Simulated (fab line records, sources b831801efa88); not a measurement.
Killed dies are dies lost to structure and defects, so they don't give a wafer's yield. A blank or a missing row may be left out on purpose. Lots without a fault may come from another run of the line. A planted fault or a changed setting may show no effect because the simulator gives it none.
Which tool did it? | flow gf180mcu | 24 lots, 72 wafers sampled, at 5 steps of a route of 602

WHAT THE GAUGES READ, wafer by wafer
GF_V2_THK_MEAS_03.
lot  | measured     | on            | V2_CVD_02_THK (nm)
L074 | day 19 07:59 | film_metro-04 | 844 863 853
L075 | day 19 18:11 | film_metro-01 | 849 844 853
L076 | day 20 05:34 | film_metro-04 | 847 852 867
L077 | day 20 10:36 | film_metro-02 | 844 833 848
L078 | day 21 01:07 | film_metro-02 | 838 857 860
L079 | day 21 05:53 | film_metro-04 | 851 859 861
L080 | day 21 15:22 | film_metro-04 | 837 844 846
L081 | day 22 03:24 | film_metro-04 | 838 849 850
L082 | day 22 09:21 | film_metro-04 | 852 854 862
L083 | day 22 17:19 | film_metro-01 | 853 864 864
L084 | day 23 08:49 | film_metro-02 | 839 842 855
L085 | day 23 13:10 | film_metro-04 | 849 841 855
L086 | day 23 14:55 | film_metro-04 | 847 856 856
L087 | day 23 21:34 | film_metro-04 | 830 852 850
L088 | day 24 10:54 | film_metro-01 | 838 842 842
L089 | day 24 18:09 | film_metro-01 | 848 857 863
L090 | day 25 08:24 | film_metro-04 | 825 829 841
L091 | day 25 22:57 | film_metro-01 | 830 855 847
L092 | day 26 12:06 | film_metro-01 | 833 859 841
L094 | day 26 15:21 | film_metro-01 | 851 849 860
L093 | day 26 15:57 | film_metro-04 | 839 845 843
L095 | day 26 18:29 | film_metro-01 | 839 853 865
L096 | day 27 08:37 | film_metro-02 | 830 845 855
L097 | day 27 12:23 | film_metro-01 | 830 836 847

GF_M3_CD_MEAS_14: target cd 280 nm.
lot  | measured     | on        | cd_nm (nm)
L074 | day 21 10:32 | cd_sem-01 | 280.1 279.8 280.3
L075 | day 21 20:16 | cd_sem-01 | 279.4 280.6 279.5
L076 | day 22 07:58 | cd_sem-01 | 280.7 280.5 281.4
L077 | day 22 12:25 | cd_sem-01 | 280.8 281.4 282.3
L078 | day 23 02:35 | cd_sem-01 | 279.6 277.2 280.8
L079 | day 23 06:43 | cd_sem-02 | 279.5 280.4 279.0
L080 | day 23 16:07 | cd_sem-02 | 278.5 277.1 277.7
L081 | day 24 03:51 | cd_sem-02 | 279.2 278.3 277.6
L082 | day 24 09:02 | cd_sem-02 | 281.4 280.7 281.0
L083 | day 24 17:07 | cd_sem-02 | 280.2 281.2 279.5
L084 | day 25 07:25 | cd_sem-01 | 281.6 280.8 281.4
L085 | day 25 11:13 | cd_sem-02 | 280.6 281.1 280.9
L086 | day 25 14:05 | cd_sem-01 | 279.7 279.4 279.5
L087 | day 25 19:23 | cd_sem-02 | 278.8 278.9 278.0
L088 | day 26 08:38 | cd_sem-01 | 281.1 281.9 280.9
L089 | day 26 15:58 | cd_sem-02 | 282.5 280.0 281.5
L090 | day 27 04:49 | cd_sem-01 | 278.5 278.8 278.5
L091 | day 27 17:43 | cd_sem-01 | 279.7 278.9 280.7
L092 | day 28 07:10 | cd_sem-02 | 279.9 278.4 279.4
L094 | day 28 10:14 | cd_sem-01 | 279.4 278.8 279.4
L093 | day 28 10:53 | cd_sem-01 | 279.5 278.1 280.2
L095 | day 28 12:47 | cd_sem-01 | 280.4 280.8 280.6
L096 | day 29 02:46 | cd_sem-01 | 278.1 278.7 279.4
L097 | day 29 06:25 | cd_sem-01 | 282.5 282.0 282.2

WHICH TOOL RAN EACH LOT (tool, then ch and the chambers of the sampled wafers, then the start)
lot  | GF_M3_SPUTTER_02             | GF_M3_SPUTTER_03             | GF_M3_SPUTTER_04
L074 | pvd_sputter-01, day 20 10:12 | pvd_sputter-01, day 20 10:14 | pvd_sputter-01, day 20 10:15
L075 | pvd_sputter-04, day 20 20:03 | pvd_sputter-04, day 20 20:05 | pvd_sputter-04, day 20 20:06
L076 | pvd_sputter-01, day 21 08:14 | pvd_sputter-01, day 21 08:16 | pvd_sputter-01, day 21 08:17
L077 | pvd_sputter-01, day 21 12:19 | pvd_sputter-01, day 21 12:21 | pvd_sputter-01, day 21 12:22
L078 | pvd_sputter-01, day 22 02:56 | pvd_sputter-01, day 22 02:58 | pvd_sputter-01, day 22 02:59
L079 | pvd_sputter-03, day 22 07:23 | pvd_sputter-03, day 22 07:25 | pvd_sputter-03, day 22 07:26
L080 | pvd_sputter-03, day 22 17:14 | pvd_sputter-03, day 22 17:16 | pvd_sputter-03, day 22 17:17
L081 | pvd_sputter-01, day 23 04:32 | pvd_sputter-01, day 23 04:34 | pvd_sputter-01, day 23 04:35
L082 | pvd_sputter-03, day 23 10:20 | pvd_sputter-03, day 23 10:22 | pvd_sputter-03, day 23 10:23
L083 | pvd_sputter-03, day 23 18:53 | pvd_sputter-03, day 23 18:55 | pvd_sputter-03, day 23 18:56
L084 | pvd_sputter-03, day 24 09:16 | pvd_sputter-03, day 24 09:17 | pvd_sputter-03, day 24 09:19
L085 | pvd_sputter-04, day 24 13:09 | pvd_sputter-04, day 24 13:11 | pvd_sputter-04, day 24 13:12
L086 | pvd_sputter-01, day 24 16:10 | pvd_sputter-01, day 24 16:12 | pvd_sputter-01, day 24 16:13
L087 | pvd_sputter-01, day 24 22:11 | pvd_sputter-01, day 24 22:13 | pvd_sputter-01, day 24 22:14
L088 | pvd_sputter-03, day 25 11:01 | pvd_sputter-03, day 25 11:02 | pvd_sputter-03, day 25 11:04
L089 | pvd_sputter-03, day 25 18:14 | pvd_sputter-03, day 25 18:16 | pvd_sputter-03, day 25 18:17
L090 | pvd_sputter-04, day 26 08:02 | pvd_sputter-04, day 26 08:04 | pvd_sputter-04, day 26 08:05
L091 | pvd_sputter-01, day 26 21:53 | pvd_sputter-01, day 26 21:55 | pvd_sputter-01, day 26 21:57
L092 | pvd_sputter-01, day 27 11:16 | pvd_sputter-01, day 27 11:17 | pvd_sputter-01, day 27 11:19
L094 | pvd_sputter-04, day 27 14:28 | pvd_sputter-04, day 27 14:29 | pvd_sputter-04, day 27 14:31
L093 | pvd_sputter-04, day 27 14:59 | pvd_sputter-04, day 27 15:01 | pvd_sputter-04, day 27 15:02
L095 | pvd_sputter-03, day 27 16:52 | pvd_sputter-03, day 27 16:54 | pvd_sputter-03, day 27 16:55
L096 | pvd_sputter-01, day 28 07:14 | pvd_sputter-01, day 28 07:16 | pvd_sputter-01, day 28 07:17
L097 | pvd_sputter-01, day 28 10:37 | pvd_sputter-01, day 28 10:38 | pvd_sputter-01, day 28 10:40
- GF_M3_SPUTTER_02: material AlCu, target thk 450 nm, time 23.9 s.
- GF_M3_SPUTTER_03: material Ti, target thk 10 nm, time 6.7 s.
- GF_M3_SPUTTER_04: material TiN, target thk 50 nm, time 41.7 s.

WHAT THE TOOLS THEMSELVES READ (means of the sampled wafers that have a number; where no wafer has one, the mark that the record gives instead)
GF_M3_SPUTTER_02.
lot  | tool           | cathode_dc_power_W (W) | throttle_valve_pct (%)
L074 | pvd_sputter-01 | 10601                  | 30.5
L075 | pvd_sputter-04 | 10600                  | 29.7
L076 | pvd_sputter-01 | 10601                  | 30.0
L077 | pvd_sputter-01 | 10600                  | 29.2
L078 | pvd_sputter-01 | 10601                  | 28.8
L079 | pvd_sputter-03 | 10601                  | 30.3
L080 | pvd_sputter-03 | 10600                  | 29.8
L081 | pvd_sputter-01 | 10600                  | 30.8
L082 | pvd_sputter-03 | 10599                  | 30.3
L083 | pvd_sputter-03 | 10602                  | 29.9
L084 | pvd_sputter-03 | 10600                  | 30.3
L085 | pvd_sputter-04 | 10599                  | 29.4
L086 | pvd_sputter-01 | 10601                  | 30.6
L087 | pvd_sputter-01 | 10600                  | 29.8
L088 | pvd_sputter-03 | 10601                  | 30.6
L089 | pvd_sputter-03 | 10601                  | 30.2
L090 | pvd_sputter-04 | 10600                  | 29.8
L091 | pvd_sputter-01 | 10601                  | 28.8
L092 | pvd_sputter-01 | 10601                  | 29.0
L094 | pvd_sputter-04 | 10600                  | 29.3
L093 | pvd_sputter-04 | 10599                  | 29.7
L095 | pvd_sputter-03 | 10600                  | 29.8
L096 | pvd_sputter-01 | 10601                  | 30.7
L097 | pvd_sputter-01 | 10601                  | 29.8

GF_M3_SPUTTER_03.
lot  | tool           | cathode_dc_power_W (W) | throttle_valve_pct (%)
L074 | pvd_sputter-01 | 3000.7                 | 30.6
L075 | pvd_sputter-04 | 3000.4                 | 29.5
L076 | pvd_sputter-01 | 2999.4                 | 30.0
L077 | pvd_sputter-01 | 2999.8                 | 29.2
L078 | pvd_sputter-01 | 2999.5                 | 28.8
L079 | pvd_sputter-03 | 3000.1                 | 30.4
L080 | pvd_sputter-03 | 3000.3                 | 29.7
L081 | pvd_sputter-01 | 2999.9                 | 30.7
L082 | pvd_sputter-03 | 2999.6                 | 30.1
L083 | pvd_sputter-03 | 3000.0                 | 30.2
L084 | pvd_sputter-03 | 3000.1                 | 30.4
L085 | pvd_sputter-04 | 2999.9                 | 29.2
L086 | pvd_sputter-01 | 2999.8                 | 30.4
L087 | pvd_sputter-01 | 3000.1                 | 29.8
L088 | pvd_sputter-03 | 3000.0                 | 30.5
L089 | pvd_sputter-03 | 2999.9                 | 30.5
L090 | pvd_sputter-04 | 2999.8                 | 29.7
L091 | pvd_sputter-01 | 3000.5                 | 28.6
L092 | pvd_sputter-01 | 3000.3                 | 29.2
L094 | pvd_sputter-04 | 3000.1                 | 29.4
L093 | pvd_sputter-04 | 3000.1                 | 29.7
L095 | pvd_sputter-03 | 3000.4                 | 29.9
L096 | pvd_sputter-01 | 3000.0                 | 30.6
L097 | pvd_sputter-01 | 2999.9                 | 29.8

GF_M3_SPUTTER_04.
lot  | tool           | cathode_dc_power_W (W) | throttle_valve_pct (%)
L074 | pvd_sputter-01 | 6499.8                 | 30.5
L075 | pvd_sputter-04 | 6500.6                 | 29.6
L076 | pvd_sputter-01 | 6499.8                 | 30.1
L077 | pvd_sputter-01 | 6499.0                 | 28.9
L078 | pvd_sputter-01 | 6500.5                 | 28.9
L079 | pvd_sputter-03 | 6500.4                 | 30.2
L080 | pvd_sputter-03 | 6500.0                 | 29.7
L081 | pvd_sputter-01 | 6500.4                 | 30.7
L082 | pvd_sputter-03 | 6500.0                 | 30.1
L083 | pvd_sputter-03 | 6499.4                 | 29.9
L084 | pvd_sputter-03 | 6499.7                 | 30.2
L085 | pvd_sputter-04 | 6500.8                 | 29.2
L086 | pvd_sputter-01 | 6499.6                 | 30.5
L087 | pvd_sputter-01 | 6499.6                 | 29.8
L088 | pvd_sputter-03 | 6499.2                 | 30.7
L089 | pvd_sputter-03 | 6500.8                 | 30.3
L090 | pvd_sputter-04 | 6498.9                 | 29.8
L091 | pvd_sputter-01 | 6499.9                 | 28.7
L092 | pvd_sputter-01 | 6499.4                 | 29.1
L094 | pvd_sputter-04 | 6500.1                 | 29.2
L093 | pvd_sputter-04 | 6500.4                 | 29.9
L095 | pvd_sputter-03 | 6500.4                 | 29.9
L096 | pvd_sputter-01 | 6499.4                 | 30.8
L097 | pvd_sputter-01 | 6501.2                 | 29.8

THE ANSWER, worked out from the rows above alone
Rule: what is usual is taken from the lots themselves. Put in order of their means at a reading, lots are off if they are a third of the lots or fewer, leave a main group of 4 or more, and stand apart from it by a gap of 3 or more times the standard deviation of the main group's means; of several such gaps the widest counts. A main group whose means are all the same, to the digits that the tables above print for the reading, isn't used. A lot without any number at a reading at which 4 lots or more have one is off too. The other lots that the step has rows for count as sound. The gauges are gone through in route order, then the tools' own readings, and for those a lot's mean is taken as printed above. The first step at which some lot is off is used, and at that step the reading that is off furthest; a lot without a number counts as furthest.
No lot is off at any reading shown: from this, nothing can be told.

WHAT THE SIMULATOR HAD PUT IN
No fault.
